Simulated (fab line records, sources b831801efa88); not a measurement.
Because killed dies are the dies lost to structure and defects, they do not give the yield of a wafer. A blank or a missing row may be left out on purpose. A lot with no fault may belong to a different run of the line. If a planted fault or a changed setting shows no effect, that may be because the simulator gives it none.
Which tool did it? -- flow sky130 -- 14 lots with 41 wafers sampled at 3 steps, on a route of 708 steps

WHAT EACH GAUGE READ, for each wafer
SKY_LDD_N_OVL_MEAS_07. Usual: LDD_N_OVL gives -1.5 nm (standard deviation 1.8).
lot,measured,on,LDD_N_OVL (nm),flag
L653,day 17 12:24,overlay-01,-2.9 -1.2 -0.7,
L654,day 17 15:36,overlay-01,-0.9 -1.4 -3.0,
L656,day 18 10:45,overlay-02,0.2 0.0 3.0,
L657,day 18 21:01,overlay-01,-3.0 -3.0 -2.1,
L658,day 19 06:06,overlay-01,0.4 1.9 1.7,
L660,day 20 03:34,overlay-02,3.1 1.6 0.5,
L663,day 22 01:46,overlay-01,-0.6 -1.3 -0.9,
L662,day 22 03:49,overlay-01,-2.9 -2.3 -0.8,
L664,day 22 09:01,overlay-02,-0.7 -0.9 -1.4,
L666,day 23 07:58,overlay-01,-0.9 -3.7 -2.9,
L667,day 23 08:37,overlay-01,-2.8 -2.0 -1.1,
L671,day 23 23:55,overlay-01,-4.4 -2.5 -1.5,
L672,day 25 05:43,overlay-02,-0.3 1.0,
L675,day 25 18:07,overlay-01,-4.3 -4.4 -0.5,

SKY_LDD_HVN_OVL_MEAS_07. Usual: LDD_HVN_OVL gives 0.1 nm (standard deviation 1.4).
lot,measured,on,LDD_HVN_OVL (nm),flag
L653,day 20 01:30,overlay-01,1.1 1.8 -0.1,
L654,day 20 03:36,overlay-01,-1.5 -1.2 -2.0,
L656,day 21 00:01,overlay-02,-0.3 -1.6 -0.9,
L657,day 21 10:40,overlay-02,0.4 3.7 1.2,
L658,day 21 20:34,overlay-01,0.4 -2.5 1.7,
L660,day 22 17:32,overlay-01,1.3 0.8 1.3,
L663,day 24 15:28,overlay-02,0.3 0.9 1.3,
L662,day 24 17:13,overlay-01,-1.4 -2.6 -3.5,
L664,day 24 23:10,overlay-02,-0.4 2.6 0.7,
L666,day 25 21:04,overlay-01,-1.1 0.3 1.0,
L667,day 25 21:44,overlay-01,1.5 1.4 2.3,
L671,day 26 12:16,overlay-01,-2.4 -1.5 -0.6,
L672,day 27 16:17,overlay-01,0.8 1.3,
L675,day 28 04:46,overlay-01,-1.5 -1.4 -1.8,

SKY_LDD_HVP_OVL_MEAS_07. Usual: LDD_HVP_OVL gives 0.8 nm (standard deviation 1.3).
lot,measured,on,LDD_HVP_OVL (nm),flag
L653,day 21 08:46,overlay-02,1.7 1.8 1.5,
L654,day 21 10:28,overlay-01,-0.5 0.8 -1.4,
L656,day 22 06:28,overlay-02,1.2 2.2 0.5,
L657,day 22 16:58,overlay-02,3.4 2.5 4.3,
L658,day 23 02:34,overlay-02,0.6 1.1 2.2,
L660,day 23 23:14,overlay-01,-0.3 0.6 -0.6,
L663,day 25 21:39,overlay-02,2.4 2.3 -0.1,
L662,day 25 23:10,overlay-02,0.2 -0.1 0.2,
L664,day 26 04:56,overlay-01,1.3 0.1 0.3,
L666,day 27 02:01,overlay-02,-0.5 0.0 1.8,
L667,day 27 02:34,overlay-02,0.4 -0.8 -0.5,
L671,day 27 16:56,overlay-01,1.1 0.7 0.9,
L672,day 28 20:55,overlay-01,-0.7 0.6,
L675,day 29 09:13,overlay-01,4.0 3.0 2.1,

WHICH TOOL RAN EACH LOT (tool, then ch and the chambers of the sampled wafers, then the start)
Before these readings, the record contains no process step.

AS READ BY THE TOOLS THEMSELVES (means over the sampled wafers that have a number; for cases with no such wafer, the mark the record gives instead)
The record holds no such reading with a usual standard deviation.

THE ANSWER, worked out from the rows above alone
Rule: a lot is off if the mean of its wafers that have a number lies more than 3 standard deviations from the usual mean. A lot without any number at a reading at which 4 lots or more have one is off too. All remaining lots with rows at the step are treated as sound. Order of review: gauges by route order, followed by the tools' own readings, for which a lot's mean as printed above is used. The first step at which some lot is off is used, and at that step the reading that is off furthest; a lot without a number counts as furthest.
Across all readings shown, no lot is off: no conclusion can be drawn from this.

WHAT THE SIMULATOR HAD INSERTED
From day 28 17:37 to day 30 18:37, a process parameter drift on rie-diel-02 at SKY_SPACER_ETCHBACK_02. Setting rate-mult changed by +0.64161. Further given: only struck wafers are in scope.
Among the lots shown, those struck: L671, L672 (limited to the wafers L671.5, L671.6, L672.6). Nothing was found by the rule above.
